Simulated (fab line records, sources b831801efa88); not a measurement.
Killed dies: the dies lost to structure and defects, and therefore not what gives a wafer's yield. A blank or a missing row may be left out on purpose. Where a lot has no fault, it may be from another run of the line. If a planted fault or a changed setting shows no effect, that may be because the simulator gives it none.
fab line records	flow gf180mcu
record lots=12	wafers=34	last-day=34
route steps=602 shown CONTACT@311 M2@378 V2@384 V5@555
lots that met no fault: taken from a fault-free run of the same line
start-h: start of the lot's first displayed wafer, in hours after the record's first day	wait-h: time in hours since the lot's previous step	" identical to the entry in the row above	L1.1+2: a single row standing in for several wafers	- no value present, or no start provided	* or withheld: withheld	< > ~ a bound
route shown NAME@n: names a module that has steps shown in the file, with the first one's number in the route	usual: the fault-free wafers' mean and standard deviation	same: alike in all rows	chamber/n: place in a boat	sites: each site's reading	_std_site: the values' standard deviation	_edge_site: outer sites' mean less inner sites'	radius-mm: how far each site lies from the wafer's centre	mask NAME#n: copy n	behind: the tool/chamber that last shaped the wafer	hold: why the lot went on hold/how many hours it stayed there/how the hold came to an end	device: the n, p or np transistor that did not switch	end of line: at the end of the route, the tests of the same wafers	a step with no rows: only its recipe	killed: dies lost to structure and defects at the first sort, not the wafer's yield	map: the dies of a wafer, with x for killed, . for not killed, _ for no die there
set.NAME: the setting the step ran with; set.NAME@STEP: the setting that earlier step ran with	model.NAME: the simulator's own value behind a step, which no gauge read
a sample of lots followed through the steps of the route, with each step as a table and each wafer as a row
services: the hour from which a tool's chamber was out of use, counted from the record's first day as start-h (under 0 if before that day), plus the number of hours and why
## steps
# step GF_CONTACT_CVD_24
# recipe material=W	target-thk-nm=300	time-s=90.339	temp-c=400	pressure-torr=40
# usual heater-power-w=876/150
lot.wafer	tool	chamber	start-h	wait-h	heater-power-w
L594.3	cvd-w-01	0	388.10	0.1	678
L594.4	"	1	"	"	755
L594.5	"	1	"	"	770
L595.2	cvd-w-02	1	397.28	0.0	1055
L595.3	"	1	"	"	1037
L595.6	"	1	"	"	1040
L598.3	cvd-w-02	1	439.91	0.1	1073
L598.4	"	0	"	"	836
L599.1	cvd-w-02	1	441.36	0.0	1026
L599.3	"	1	"	"	1064
L599.6	"	1	"	"	1072
L601.2	cvd-w-02	0	458.82	0.0	852
L601.4	"	1	"	"	1050
L607.2	cvd-w-01	1	505.07	0.0	771
L607.5	"	0	"	"	668
L607.6	"	1	"	"	786
L608.1	cvd-w-01	0	510.95	0.0	680
L608.4	"	1	"	"	757
L608.6	"	1	"	"	745
L609.1	cvd-w-02	1	518.31	0.0	1082
L609.2	"	0	"	"	829
L609.4	"	0	"	"	837
L610.2	cvd-w-02	1	526.50	0.0	1032
L610.3	"	1	"	"	1087
L610.5	"	1	"	"	1061
L611.2	cvd-w-02	1	531.53	0.0	1080
L611.5	"	0	"	"	849
L611.6	"	1	"	"	1052
L613.1	cvd-w-02	1	550.11	0.0	1067
L613.2	"	0	"	"	850
L613.3	"	0	"	"	838
L614.1	cvd-w-02	1	557.27	0.0	1067
L614.2	"	0	"	"	830
L614.3	"	0	"	"	840
# step GF_CONTACT_RS_MEAS_25
# recipe thk-meas-gauge=four-point-probe	reads=W_of_CONTACT_CVD_24+TiN_of_CONTACT_SPUTTER_23+Ti_of_CONTACT_SPUTTER_22
# usual CONTACT_W_RS=0.380/0.0055
lot.wafer	tool	chamber	start-h	wait-h	CONTACT_W_RS[ohm/sq]
L594.3	film-metro-04	-	388.21	0.1	0.374
L594.4	"	-	"	"	0.382
L594.5	"	-	"	"	0.385
L595.2	film-metro-04	-	397.40	0.1	0.377
L595.3	"	-	"	"	0.378
L595.6	"	-	"	"	0.382
L598.3	film-metro-01	-	440.01	0.1	1.087
L598.4	"	-	"	"	0.390
L599.1	film-metro-04	-	441.46	0.1	0.374
L599.3	"	-	"	"	1.079
L599.6	"	-	"	"	0.377
L601.2	film-metro-03	-	458.94	0.1	1.140
L601.4	"	-	"	"	0.375
L607.2	film-metro-04	-	505.19	0.1	0.382
L607.5	"	-	"	"	0.378
L607.6	"	-	"	"	0.385
L608.1	film-metro-03	-	511.05	0.1	0.374
L608.4	"	-	"	"	0.386
L608.6	"	-	"	"	0.384
L609.1	film-metro-03	-	518.41	0.1	0.379
L609.2	"	-	"	"	0.390
L609.4	"	-	"	"	0.387
L610.2	film-metro-01	-	526.62	0.1	0.376
L610.3	"	-	"	"	0.374
L610.5	"	-	"	"	0.373
L611.2	film-metro-01	-	531.65	0.1	0.375
L611.5	"	-	"	"	0.381
L611.6	"	-	"	"	0.379
L613.1	film-metro-04	-	550.21	0.1	0.377
L613.2	"	-	"	"	0.388
L613.3	"	-	"	"	0.384
L614.1	film-metro-01	-	557.37	0.1	0.373
L614.2	"	-	"	"	0.383
L614.3	"	-	"	"	0.379
# step GF_CONTACT_THK_MEAS_26
# recipe thk-meas-gauge=xrf	reads=W_of_CONTACT_CVD_24
# usual CONTACT_W_THK=298/5
lot.wafer	tool	chamber	start-h	wait-h	CONTACT_W_THK[nm]
L594.3	film-metro-04	-	388.31	0.1	301
L594.4	"	-	"	"	296
L594.5	"	-	"	"	293
L595.2	film-metro-04	-	397.51	0.1	298
L595.3	"	-	"	"	298
L595.6	"	-	"	"	297
L598.3	film-metro-01	-	440.11	0.1	107
L598.4	"	-	"	"	290
L599.1	film-metro-04	-	441.58	0.1	301
L599.3	"	-	"	"	107
L599.6	"	-	"	"	296
L601.2	film-metro-03	-	459.05	0.1	102
L601.4	"	-	"	"	304
L607.2	film-metro-04	-	505.30	0.1	292
L607.5	"	-	"	"	295
L607.6	"	-	"	"	288
L608.1	film-metro-03	-	511.17	0.1	307
L608.4	"	-	"	"	296
L608.6	"	-	"	"	297
L609.1	film-metro-03	-	518.53	0.1	302
L609.2	"	-	"	"	294
L609.4	"	-	"	"	296
L610.2	film-metro-01	-	526.73	0.1	298
L610.3	"	-	"	"	302
L610.5	"	-	"	"	300
L611.2	film-metro-01	-	531.76	0.1	303
L611.5	"	-	"	"	296
L611.6	"	-	"	"	299
L613.1	film-metro-04	-	550.33	0.1	297
L613.2	"	-	"	"	287
L613.3	"	-	"	"	290
L614.1	film-metro-01	-	557.49	0.1	302
L614.2	"	-	"	"	293
L614.3	"	-	"	"	297
# step GF_CONTACT_CMP_27
# recipe stop-on=SiO2	down-force-psi=3.5	platen-rpm=60	t-overpolish-s=15	target-thk-nm=0	pad-velocity-m-s=0.94248
# usual motor-current-A=10.6/0.75	slurry-filter-dp-kPa=13.49/0.14	time-to-endpoint-s=75/3.9
lot.wafer	tool	chamber	start-h	wait-h	motor-current-A	slurry-filter-dp-kPa	time-to-endpoint-s
L594.3	cmp-01	1	388.50	0.2	10.0	13.47	77
L594.4	"	0	"	"	11.8	13.48	71
L594.5	"	2	"	"	11.1	13.38	76
L595.3	cmp-01	0	397.66	0.1	12.1	13.41	76
L595.2	"	1	"	"	9.5	13.23	82
L595.6	"	3	"	"	10.5	13.63	76
L598.4	cmp-01	3	440.15	0.0	10.4	13.34	70
L598.3	"	0	"	"	12.4	13.42	25
L599.1	cmp-01	0	441.64	0.1	12.1	13.62	68
L599.3	"	2	"	"	10.7	13.66	24
L599.6	"	1	"	"	9.1	13.46	73
L601.4	cmp-02	0	459.20	0.1	10.5	13.36	76
L601.2	"	1	"	"	10.4	13.35	31
L607.2	cmp-02	0	505.45	0.1	9.8	13.35	76
L607.6	"	2	"	"	10.9	13.53	76
L607.5	"	3	"	"	9.8	13.63	78
L608.1	cmp-02	0	511.28	0.1	10.5	13.48	78
L608.4	"	1	"	"	10.5	13.50	76
L608.6	"	3	"	"	9.7	13.69	75
L609.4	cmp-01	3	518.59	0.0	10.8	13.75	71
L609.2	"	0	"	"	11.2	13.36	71
L609.1	"	1	"	"	10.5	13.44	76
L610.3	cmp-01	0	526.78	0.0	11.5	13.53	73
L610.2	"	1	"	"	10.3	13.44	73
L610.5	"	1	"	"	9.9	13.54	72
L611.2	cmp-01	2	531.96	0.2	11.4	13.60	70
L611.6	"	3	"	"	10.9	13.69	70
L611.5	"	0	"	"	11.6	13.56	73
L613.2	cmp-01	3	550.39	0.0	10.9	13.51	74
L613.3	"	0	"	"	12.5	13.42	74
L613.1	"	2	"	"	11.0	13.68	74
L614.2	cmp-01	0	557.60	0.1	12.2	13.47	69
L614.3	"	1	"	"	9.6	13.58	70
L614.1	"	2	"	"	11.2	13.93	68
# step GF_M2_METAL_ETCH_16
# recipe chemistry=Cl2/BCl3	mask-material=KrF	target-depth-nm=750.8	stop-on=SiO2	pressure-mtorr=8	icp-w=800	bias-w=140	Cl2_flow_sccm=80	bcl3-flow-sccm=40	time-s=125.1
# usual drypump-motor-current-A=5.85/0.29	oes-product-au=0.990/0.0075	throttle-valve-pct=28.232/0.012
lot.wafer	tool	chamber	start-h	wait-h	drypump-motor-current-A	oes-product-au	rf-hours-counter-h	throttle-valve-pct
L594.3	rie-metal-04	0	464.69	0.1	6.09	0.976	-	28.220
L594.4	"	0	"	"	6.11	0.998	-	28.246
L594.5	"	0	"	"	6.10	0.991	-	28.235
L595.2	rie-metal-02	1	473.99	0.0	6.20	0.987	13	28.234
L595.3	"	0	"	"	5.88	0.994	-	28.222
L595.6	"	1	"	"	6.20	0.994	-	28.237
L598.3	rie-metal-01	0	516.26	0.1	5.67	0.999	-	28.205
L598.4	"	1	"	"	5.84	1.000	-	28.231
L599.1	rie-metal-02	0	518.24	0.0	5.89	0.984	13	28.220
L599.3	"	0	"	"	5.87	0.985	-	28.241
L599.6	"	0	"	"	5.91	0.993	-	28.225
L601.2	rie-metal-04	0	534.14	0.0	6.12	0.994	13	28.240
L601.4	"	1	"	"	5.34	0.977	-	28.251
L607.2	rie-metal-02	0	576.74	0.1	5.90	0.993	-	28.214
L607.5	"	0	"	"	5.87	0.996	-	28.223
L607.6	"	0	"	"	5.94	0.999	-	28.225
L608.1	rie-metal-01	1	582.99	0.0	5.84	0.990	3	28.228
L608.4	"	1	"	"	5.83	0.984	-	28.215
L608.6	"	1	"	"	5.81	0.995	-	28.235
L609.1	rie-metal-04	1	588.83	0.0	5.33	0.975	12	28.245
L609.2	"	0	"	"	6.12	0.994	15	28.236
L609.4	"	1	"	"	5.32	0.982	-	28.258
L610.2	rie-metal-04	0	597.63	0.1	6.13	0.992	-	28.239
L610.3	"	0	"	"	6.14	0.996	-	28.231
L610.5	"	0	"	"	6.12	0.994	-	28.236
L611.2	rie-metal-01	1	600.84	0.0	5.83	0.998	4	28.222
L611.5	"	1	"	"	5.83	0.987	-	28.241
L611.6	"	0	"	"	5.67	0.997	-	28.227
L613.1	rie-metal-01	1	618.98	0.0	5.85	0.993	4	28.224
L613.2	"	0	"	"	5.67	1.006	11	28.237
L613.3	"	1	"	"	5.80	0.988	-	28.236
L614.1	rie-metal-04	1	625.88	0.0	5.30	0.974	0	28.250
L614.2	"	1	"	"	5.32	0.982	-	28.248
L614.3	"	1	"	"	5.33	0.977	-	28.234
# step GF_V2_CVD_02
# recipe material=SiO2	target-thk-nm=850	precursor=TEOS	temp-c=400	time-s=94.851	rf-w=600
# usual heater-power-w=664/88
lot.wafer	tool	chamber	start-h	wait-h	heater-power-w
L594.3	pecvd-03	2	465.53	0.0	842
L594.4	"	0	"	"	516
L594.5	"	2	"	"	672
L595.2	pecvd-02	2	474.78	0.0	726
L595.3	"	1	"	"	503
L595.6	"	0	"	"	776
L598.3	pecvd-01	2	517.04	0.0	711
L598.4	"	2	"	"	741
L599.1	pecvd-02	2	519.16	0.1	629
L599.3	"	0	"	"	648
L599.6	"	2	"	"	684
L601.2	pecvd-03	0	534.94	0.0	570
L601.4	"	2	"	"	752
L607.2	pecvd-01	0	577.63	0.0	681
L607.5	"	0	"	"	740
L607.6	"	2	"	"	618
L608.1	pecvd-01	2	583.89	0.1	653
L608.4	"	1	"	"	750
L608.6	"	2	"	"	706
L609.1	pecvd-01	0	589.66	0.1	664
L609.2	"	2	"	"	693
L609.4	"	0	"	"	716
L610.2	pecvd-02	0	598.55	0.0	798
L610.3	"	1	"	"	548
L610.5	"	0	"	"	630
L611.2	pecvd-03	1	601.64	0.0	655
L611.5	"	0	"	"	637
L611.6	"	2	"	"	777
L613.1	pecvd-03	1	620.21	0.1	689
L613.2	"	0	"	"	538
L613.3	"	2	"	"	814
L614.1	pecvd-02	0	626.81	0.1	685
L614.2	"	1	"	"	503
L614.3	"	2	"	"	701
# step GF_V5_OVL_MEAS_15
# usual V5_OVL=-4/4.4
lot.wafer	tool	chamber	start-h	wait-h	V5_OVL[nm]
L594.3	overlay-02	-	652.47	0.1	2
L594.4	"	-	"	"	-2
L594.5	"	-	"	"	0
L595.2	overlay-01	-	661.30	0.1	-6
L595.3	"	-	"	"	-3
L595.6	"	-	"	"	0
L598.3	overlay-02	-	693.61	0.1	-3
L598.4	"	-	"	"	-1
L599.1	overlay-01	-	696.75	0.1	-11
L599.3	"	-	"	"	0
L599.6	"	-	"	"	-13
L601.2	overlay-02	-	710.45	0.1	-1
L601.4	"	-	"	"	2
L607.2	overlay-02	-	744.87	0.1	-8
L607.5	"	-	"	"	-9
L607.6	"	-	"	"	2
L608.1	overlay-02	-	750.35	0.1	-1
L608.4	"	-	"	"	1
L608.6	"	-	"	"	-2
L609.1	overlay-01	-	753.35	0.1	-2
L609.2	"	-	"	"	-9
L609.4	"	-	"	"	1
L610.2	overlay-01	-	761.52	0.1	-5
L610.3	"	-	"	"	0
L610.5	"	-	"	"	-10
L611.2	overlay-01	-	765.42	0.1	-15
L611.5	"	-	"	"	-16
L611.6	"	-	"	"	-14
L613.1	overlay-01	-	777.70	0.1	-4
L613.2	"	-	"	"	-2
L613.3	"	-	"	"	-6
L614.1	overlay-01	-	782.95	0.1	-1
L614.2	"	-	"	"	-9
L614.3	"	-	"	"	2
## services
tool	chamber	start-h	hours	kind
rie-metal-04	0	366.60	6.5	repair
pecvd-02	-	368.88	14.0	pm
rie-metal-01	-	370.34	6.6	repair
rie-metal-01	0	372.89	5.2	repair
pecvd-03	2	377.03	19.9	repair
pecvd-01	0	380.11	9.6	repair
pecvd-02	-	381.65	0.8	repair
rie-metal-04	1	398.30	90.0	repair
cmp-01	-	404.22	4.0	pm
pecvd-02	-	405.73	3.6	repair
pecvd-02	1	406.41	4.6	repair
cmp-01	-	448.24	4.1	pm
cvd-w-02	-	448.40	6.9	pm
cmp-01	-	463.14	1.3	repair
cvd-w-02	0	476.76	13.7	repair
rie-metal-04	1	491.68	3.5	repair
pecvd-02	-	547.99	2.8	pm
pecvd-02	-	552.79	1.1	repair
pecvd-02	-	553.75	3.2	repair
pecvd-02	-	557.79	0.9	repair
pecvd-02	0	560.57	5.1	repair
cvd-w-02	-	560.86	1.0	repair
cmp-01	-	572.26	0.3	repair
cmp-01	-	586.73	2.3	repair
## key
first-sign step=GF_CONTACT_RS_MEAS_25	reading=CONTACT_W_RS	direction=up	sigmas=99+	usual=0.380	struck=1.102
effect step=GF_CONTACT_THK_MEAS_26	reading=CONTACT_W_THK	direction=down	sigmas=38	usual=298	struck=105
effect step=GF_CONTACT_CMP_27	reading=time-to-endpoint-s	direction=down	sigmas=12	usual=*	struck=*
met-at GF_CONTACT_CVD_24
struck-lots L598,L599,L601
struck-wafers L598.3,L599.3,L601.2
tester-left-out L598,L599,L601
not-acting-at GF_M2_METAL_ETCH_16,GF_V2_CVD_02,GF_V5_OVL_MEAS_15
onset-between 397.28 439.91
fault kind=process-parameter-drift	tool=cvd-w-02	chamber=-	onset-h=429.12	steps=GF_CONTACT_CVD_24	channel=target-thk-nm	offset=-193.99	shape=step	end-h=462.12	scope=struck-wafers-only	acts-in=these-recipes-only	stated=300
# tester-left-out: of these lots the tester's yield and bins aren't shown, on N5 and GAA mostly nor the transistor test; their killed dies are dies lost to structure and defects alone, not to doping, threshold or leakage, so they don't give the yield
